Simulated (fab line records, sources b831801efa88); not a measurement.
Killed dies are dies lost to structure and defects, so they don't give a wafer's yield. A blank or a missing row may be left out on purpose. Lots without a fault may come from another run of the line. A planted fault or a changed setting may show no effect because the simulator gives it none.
Which tool did it? | flow sky130 | 12 lots, 36 wafers sampled, at 5 steps of a route of 708

WHAT THE GAUGES READ, wafer by wafer
SKY_FIELD_ISO_THK_MEAS_23. Usual: FIELD_ISO_OXIDATION_01_THK 9.90 nm, standard deviation 0.15.
lot  | measured    | on            | FIELD_ISO_OXIDATION_01_THK (nm) | flag
L596 | day 2 07:44 | film_metro-03 | 9.84 10.00 9.79                 |
L597 | day 2 14:45 | film_metro-02 | 9.79 9.81 9.81                  |
L598 | day 2 20:11 | film_metro-02 | 9.97 9.91 9.77                  |
L599 | day 2 23:59 | film_metro-03 | 10.08 10.14 10.05               |
L603 | day 3 20:07 | film_metro-04 | 9.82 9.95 10.01                 |
L604 | day 3 23:40 | film_metro-02 | 9.81 9.95 9.87                  |
L605 | day 4 05:49 | film_metro-02 | 9.92 9.92 9.70                  |
L614 | day 6 02:49 | film_metro-04 | 9.89 9.85 9.93                  |
L615 | day 6 10:58 | film_metro-02 | 10.01 10.05 9.99                |
L617 | day 7 00:10 | film_metro-02 | 10.16 10.01 9.92                |
L618 | day 7 02:07 | film_metro-02 | 9.85 9.93 9.95                  |
L619 | day 7 06:17 | film_metro-04 | 10.08 9.98 10.04                |

SKY_VT_ADJUST_LVTN_TW_MEAS_21. Usual: VT_ADJUST_LVTN_2_TW 189.5, standard deviation 0.92.
lot  | measured     | on            | VT_ADJUST_LVTN_2_TW | flag
L596 | day 7 16:59  | film_metro-01 | 190.6 188.3 188.4   |
L597 | day 8 01:29  | film_metro-04 | 190.3 190.4 188.8   |
L598 | day 8 08:46  | film_metro-02 | 189.8 189.3 190.0   |
L599 | day 8 13:02  | film_metro-04 | 189.6 189.8 190.1   |
L603 | day 9 14:20  | film_metro-04 | 189.6 190.0 188.8   |
L604 | day 9 19:41  | film_metro-04 | 189.4 189.1 188.9   |
L605 | day 10 00:55 | film_metro-01 | 189.8 189.6 189.5   |
L614 | day 12 17:59 | film_metro-01 | 190.2 189.8 189.6   |
L615 | day 13 07:34 | film_metro-01 | 189.9 190.7 190.5   |
L617 | day 13 21:46 | film_metro-01 | 190.4 189.8 189.9   |
L618 | day 13 23:31 | film_metro-02 | 190.5 189.2 190.6   |
L619 | day 14 03:16 | film_metro-04 | 188.9 188.8 189.1   |

SKY_SONOS_ONO_THK_MEAS_05. Usual: SONOS_ONO_CVD_04_THK 5.79 nm, standard deviation 0.11.
lot  | measured     | on            | SONOS_ONO_CVD_04_THK (nm)     | flag
L596 | day 11 17:16 | film_metro-04 | 5.89 5.93 5.95                |
L597 | day 11 23:10 | film_metro-04 | 5.73 5.70 5.76                |
L598 | day 12 11:10 | film_metro-04 | 5.71 5.71 5.69                |
L599 | day 12 18:22 | film_metro-03 | 5.91 5.84 5.78                |
L603 | day 13 18:20 | film_metro-03 | 5.76 5.79 5.69                |
L604 | day 14 03:21 | film_metro-03 | 4.65 4.70 4.65 4.67 4.68 4.66 | OFF
L605 | day 14 07:53 | film_metro-03 | 4.51 4.54 4.53 4.51 4.58 4.47 | OFF
L614 | day 17 13:26 | film_metro-03 | 5.89 5.91 5.86                |
L615 | day 18 00:56 | film_metro-04 | 5.74 5.77 5.71                |
L617 | day 18 18:07 | film_metro-04 | 5.81 5.76 5.85                |
L618 | day 18 20:32 | film_metro-04 | 5.91 5.72 5.80                |
L619 | day 18 23:40 | film_metro-02 | 5.85 5.82 5.87                |

WHICH TOOL RAN EACH LOT (tool, then ch and the chambers of the sampled wafers, then the start)
lot  | SKY_FIELD_ISO_STRIP_16              | SKY_SONOS_ONO_CVD_04
L596 | plasma_asher-02 ch 0, day 2 04:55   | lpcvd-03 ch 0, day 11 16:01
L597 | plasma_asher-02 ch 0,1, day 2 11:47 | lpcvd-03 ch 0, day 11 21:54
L598 | plasma_asher-04 ch 0,1, day 2 17:51 | lpcvd-03 ch 0, day 12 09:55
L599 | plasma_asher-01 ch 0, day 2 21:48   | lpcvd-03 ch 1, day 12 17:06
L603 | plasma_asher-01 ch 0,1, day 3 17:43 | lpcvd-03 ch 1, day 13 17:05
L604 | plasma_asher-04 ch 0,1, day 3 21:58 | lpcvd-03 ch 1, day 14 02:05
L605 | plasma_asher-04 ch 0,1, day 4 03:52 | lpcvd-03 ch 1, day 14 06:37
L614 | plasma_asher-01 ch 0,1, day 6 00:46 | lpcvd-03 ch 0, day 17 12:10
L615 | plasma_asher-04 ch 0,1, day 6 08:42 | lpcvd-03 ch 0, day 17 23:41
L617 | plasma_asher-02 ch 0,1, day 6 17:19 | lpcvd-03 ch 1, day 18 16:52
L618 | plasma_asher-04 ch 0,1, day 6 23:39 | lpcvd-03 ch 0, day 18 19:17
L619 | plasma_asher-02 ch 0, day 7 04:39   | lpcvd-03 ch 1, day 18 22:24
- SKY_FIELD_ISO_STRIP_16: strips in O2/N2.
- SKY_SONOS_ONO_CVD_04: deposits SiO2 from SiH4/N2O, target thk 5.7199 nm.

WHAT THE TOOLS THEMSELVES READ (means of the sampled wafers that have a number; where no wafer has one, the mark that the record gives instead)
SKY_FIELD_ISO_STRIP_16. Usual: drypump_motor_current_A 5.7 A, standard deviation 0.34; oes_product_au 0.379 a.u., standard deviation 0.0049; strip_time_to_endpoint_s 3.558 s, standard deviation 0.026.
lot  | tool            | drypump_motor_current_A (A) | oes_product_au (a.u.) | strip_time_to_endpoint_s (s) | flag
L596 | plasma_asher-02 | 5.3                         | 0.378                 | 3.536                        |
L597 | plasma_asher-02 | 5.6                         | 0.376                 | 3.549                        |
L598 | plasma_asher-04 | 6.0                         | 0.382                 | 3.548                        |
L599 | plasma_asher-01 | 5.2                         | 0.375                 | 3.539                        |
L603 | plasma_asher-01 | 5.5                         | 0.378                 | 3.556                        |
L604 | plasma_asher-04 | 6.0                         | 0.378                 | 3.539                        |
L605 | plasma_asher-04 | 6.0                         | 0.381                 | 3.580                        |
L614 | plasma_asher-01 | 5.5                         | 0.376                 | 3.525                        |
L615 | plasma_asher-04 | 6.0                         | 0.375                 | 3.555                        |
L617 | plasma_asher-02 | 5.6                         | 0.378                 | 3.566                        |
L618 | plasma_asher-04 | 6.0                         | 0.378                 | 3.533                        |
L619 | plasma_asher-02 | 5.3                         | 0.378                 | 3.562                        |

THE ANSWER, worked out from the rows above alone
Rule: a lot is off if the mean of its wafers that have a number lies more than 3 standard deviations from the usual mean. A lot without any number at a reading at which 4 lots or more have one is off too. The other lots that the step has rows for count as sound. The gauges are gone through in route order, then the tools' own readings, and for those a lot's mean is taken as printed above. The first step at which some lot is off is used, and at that step the reading that is off furthest; a lot without a number counts as furthest.
Off: L604, L605, at SKY_SONOS_ONO_THK_MEAS_05 (SONOS_ONO_CVD_04_THK).
A tool fits if, at a process step before that reading, it ran every lot that is off, and no sound lot after the first of them. The gauges at SKY_SONOS_ONO_THK_MEAS_05 are tried like those tools. None of those tried fits.

WHAT THE SIMULATOR HAD PUT IN
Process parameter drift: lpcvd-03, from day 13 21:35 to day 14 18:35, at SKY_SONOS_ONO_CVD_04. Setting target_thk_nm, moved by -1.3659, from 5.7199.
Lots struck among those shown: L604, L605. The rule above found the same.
